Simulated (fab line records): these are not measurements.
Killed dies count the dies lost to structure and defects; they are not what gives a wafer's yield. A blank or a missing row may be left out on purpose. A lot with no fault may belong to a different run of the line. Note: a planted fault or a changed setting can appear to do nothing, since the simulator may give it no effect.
2 desks, one fault	flow sky130	what lay behind the numbers comes last; until then each desk has only its own

== THE TOOL OWNER'S DESK: plasma-asher-01 ==
The tool's own readings at SKY_VIA1_STRIP_16 (strips in O2/N2): means of the sampled wafers that have a number, for each lot that ran on this tool. Marked OUT: a lot whose mean sits more than 4 standard deviations from the usual mean, which makes it out of limits; the brackets give that distance.
Columns: A = drypump-motor-current-A at SKY_VIA1_STRIP_16, usual 5.5 A; B = oes-product-au at SKY_VIA1_STRIP_16, usual 0.415 a.u.; C = strip-time-to-endpoint-s at SKY_VIA1_STRIP_16, usual 4.460 s
lot	first seen here	A	B	C
L126	day 33 11:23	5.4	0.410	4.445
L128	day 34 15:32	5.4	0.417	4.465
L136	day 37 10:35	5.4	0.413	4.468
L137	day 37 11:43	5.3	0.416	4.441
L148	day 40 17:32	5.4	0.414	4.476
L149	day 41 01:56	5.4	0.416	4.482
This desk found nothing out of limits on any of the 6 lots.

== THE METROLOGY DESK ==
What the gauges read for every lot (on any tool): the sampled wafers with a number, averaged. Marked OUT: a lot whose mean sits more than 4 standard deviations from the usual mean, which makes it out of limits; the brackets give that distance.
Columns: A = VIA4_BOW at SKY_VIA4_BOW_MEAS_03, usual 80 um
lot	first seen here	A
L126	day 41 07:56	75
L127	day 41 12:34	69
L128	day 42 11:01	79
L129	day 42 22:08	74
L130	day 44 02:56	70
L137	day 44 23:17	78
L136	day 44 23:20	86
L143	day 47 01:27	85
L145	day 47 03:52	76
L148	day 47 17:02	64
L147	day 47 19:11	73
L149	day 47 22:33	81
This desk found nothing out of limits on any of the 12 lots.

== BROUGHT TOGETHER ==
Nothing out of limits was seen by the tool owner's desk.
Metrology desk: nothing out of limits seen.

== WHAT THE SIMULATOR PUT IN ==
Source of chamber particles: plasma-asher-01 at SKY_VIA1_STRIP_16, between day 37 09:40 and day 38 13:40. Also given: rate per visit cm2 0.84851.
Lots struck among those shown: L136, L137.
